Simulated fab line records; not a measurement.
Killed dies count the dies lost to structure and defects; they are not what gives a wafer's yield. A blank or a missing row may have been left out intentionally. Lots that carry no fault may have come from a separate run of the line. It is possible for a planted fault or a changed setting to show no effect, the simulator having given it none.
Matching of chambers ; flow sky130 ; 4 sister chambers for SKY_VIA1_CMP_24 on cmp-02
The step polishes, stops on SiO2, t overpolish 15 s, target thk 0 nm. 4 wafers are shown with their chamber, then 10 later ones without.

WAFERS, EACH WITH ITS CHAMBER
wafer;chamber;motorCurrentA (A)
L085.1;0;10.8
L089.3;2;10.8
L090.1;1;12.7
L090.2;3;9.5

WAFERS WHOSE CHAMBER IS MISSING
wafer;motorCurrentA (A)
L090.5;12.7
L091.3;10.5
L091.5;11.4
L091.6;9.8
L093.2;11.3
L093.4;12.8
L093.6;10.3
L094.1;11.0
L094.3;13.0
L094.5;12.6

CHAMBER TAKEN BY EACH
wafer;from the rows above;in truth
L090.5;1;1
L091.3;can't be placed: 0 or 2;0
L091.5;can't be placed: 0 or 2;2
L091.6;3;3
L093.2;can't be placed: 0 or 2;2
L093.4;1;1
L093.6;can't be placed: 0 or 2 or 3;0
L094.1;can't be placed: 0 or 2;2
L094.3;1;1
L094.5;1;1
Correctly placed: 5 of 10. These rows do not allow placing 5 (true chamber among the candidates in 5). Wrongly placed: 0.
How it was worked out, from the rows above alone: a wafer's distance from a chamber is the root of the sum, over the readings, of the square of ((its reading less the chamber's mean) divided by the reading's scatter). If the next closest chamber is less than 2 further off than the closest, the wafer can't be placed; otherwise it belongs to the closest. A chamber's mean is the mean of its shown wafers. The scatter: root of mean squared gap, hidden wafer to nearest shown wafer, with one shown wafer a chamber.
